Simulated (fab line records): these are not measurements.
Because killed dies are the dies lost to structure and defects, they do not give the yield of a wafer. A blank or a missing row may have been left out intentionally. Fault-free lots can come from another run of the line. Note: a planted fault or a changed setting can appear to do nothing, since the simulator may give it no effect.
2 desks looking at one fault ; flow sky130 ; every desk sees just its own numbers, and what lay behind them comes last

== AT THE METROLOGY DESK ==
What the gauges read for every lot (on any tool): the sampled wafers with a number, averaged. Any lot whose mean is over 4 standard deviations away from the usual mean is out of limits and marked OUT; that distance is given in the brackets.
Columns: A = VIA1_W_RS at SKY_VIA1_RS_MEAS_22, usual 0.424 ohm/sq; B = VIA1_W_THK at SKY_VIA1_THK_MEAS_23, usual 273 nm
lot;first seen here;A;B
L820;day 34 07:28;0.422;275
L826;day 36 18:45;0.421;275
L828;day 37 05:46;0.424;275
L832;day 38 14:08;0.427;271
L833;day 39 05:08;0.429;270
L841;day 41 11:06;0.425;272
This desk found nothing out of limits on any of the 6 lots.

== AT THE TOOL OWNER'S DESK: pvdSputter-04 ==
At SKY_METAL2_SPUTTER_01 (material TiN, target thk 20 nm, time 16.7 s) the tool's own readings: per lot run on this tool, the mean of the sampled wafers that have a number. Any lot whose mean is over 4 standard deviations away from the usual mean is out of limits and marked OUT; that distance is given in the brackets.
Columns: A = cathodeDcPowerW at SKY_METAL2_SPUTTER_01, usual 6500.0 W; B = chamberPressurePa at SKY_METAL2_SPUTTER_01, usual 0.4000 Pa; C = throttleValvePct at SKY_METAL2_SPUTTER_01, usual 30.3 %
lot;first seen here;A;B;C
L826;day 36 19:14;6499.0;0.2827 (-99 or more) OUT;36.5 (+6.9) OUT
L828;day 37 06:15;6500.1;0.2833 (-99 or more) OUT;36.4 (+6.8) OUT
L841;day 41 11:32;6499.6;0.4003;30.5
Finding of this desk: L826, L828 out of limits; the first was L826 at day 36 19:14, on chamberPressurePa at SKY_METAL2_SPUTTER_01. In limits: L841.

== PUT TOGETHER ==
The tool owner's desk had the chance to raise an alarm at day 36 19:14 on L826, L828.
At the metrology desk, nothing out of limits was observed.
The metrology desk has L826, L828 on record, within its limits.
All the named lots went through SKY_METAL2_SPUTTER_01 on pvdSputter-04.

== WHAT HAD BEEN PUT IN BY THE SIMULATOR ==
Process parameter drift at SKY_METAL2_SPUTTER_01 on pvdSputter-04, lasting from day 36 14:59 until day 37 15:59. A move of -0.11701 in setting chamberPressurePa, from 0.4. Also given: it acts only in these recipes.
Shown lots that were struck: L826, L828.
How many hours passed from the start of the fault until each desk's first out-of-limits reading: the tool owner's desk, 4.
